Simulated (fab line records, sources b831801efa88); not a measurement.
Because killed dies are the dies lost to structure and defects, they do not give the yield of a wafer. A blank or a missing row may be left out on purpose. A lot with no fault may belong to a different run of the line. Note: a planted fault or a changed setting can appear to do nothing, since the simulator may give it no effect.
Code-filled problem report in 8D (eight disciplines) form    flow sky130    the parts of the form that need people (team, actions taken, sign-off) are left out

1. THE PROBLEM
Wafers without a fault read 23.00 C, standard deviation 0.096; developer temp C at SKY_GATE_OXIDE_DEVELOP_09 reads a mean of 22.11 C on 9 wafers belonging to 3 lots. That puts it -9.3 standard deviations away from the usual mean.
The step: develop time 60 s.
Earliest sighting: wafer L214.1 on litho track-04 at day 19 03:23. Wafers with a number at this step in the record: 45, from 15 lots. Rule for "out" (also "out of limits"): further than 4 standard deviations from the usual mean. The other wafers with a number count as sound.

2. WHAT IT IS, AND WHAT IT ISN'T
question                     is                      is not
which readings at this step  developer temp C        -
which lots                   L214, L215, L217        L200, L201, L202, L203, L204, L205, L208, L210, L211, L212, L213, L219
which wafers of those lots   all that have a number  -
read on which tools          litho track-04          litho track-01, litho track-03
when                         from day 19 03:23       up to then (33 sound wafers); but 3 sound wafers of L219 came after

3. THE SUSPECTS, EACH WITH WHAT RULES IT OUT
Counting: a tool at a process step up to the reading stays a suspect if it ran every lot that is out and no sound lot after the first of them.
- litho track-04 at SKY_GATE_OXIDE_DEVELOP_09 (develop time 60 s): kept. All lots that are out passed through it, beginning with L214 at day 19 03:23, and no sound lot followed; its final sound lot before that point was L213 at day 18 19:02. Its own readings are out on those wafers: developer temp C.
Left after counting: litho track-04 at SKY_GATE_OXIDE_DEVELOP_09.

4. THE CAUSE (what the simulator had put in)
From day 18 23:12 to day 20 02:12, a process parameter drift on litho track-04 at SKY_GATE_OXIDE_DEVELOP_09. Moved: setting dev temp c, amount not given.
After counting, this tool was the only one left.

5. THE CHAIN OF EFFECTS, in route order
Each row: a reading whose mean over the struck wafers that have a number lies more than 3 standard deviations from the usual. Only readings whose record carries a usual standard deviation are examined. hours: median over the lots of the time between each lot's start at the first step of this table that gives one and its start at this step. sigmas: the change, counted in usual standard deviations.
hours  step                       reading           usual    on struck wafers  change  sigmas
0      SKY_GATE_OXIDE_DEVELOP_09  developer temp C  23.00 C  22.11             -0.89   -9.3
Here are the process steps it includes:
- SKY_GATE_OXIDE_DEVELOP_09: develop time 60 s.
Later steps that measure or inspect, where all struck wafers having a row at the step show a number for every such reading and not one has moved that far: SKY_RES_PROTECT_TW_MEAS_08, SKY_POLY_GATE_OVL_MEAS_14.

6. WHAT WOULD HAVE CAUGHT IT SOONER
First out-of-limits reading in this record: day 19 03:23, which is 4 hours after fault onset at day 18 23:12.
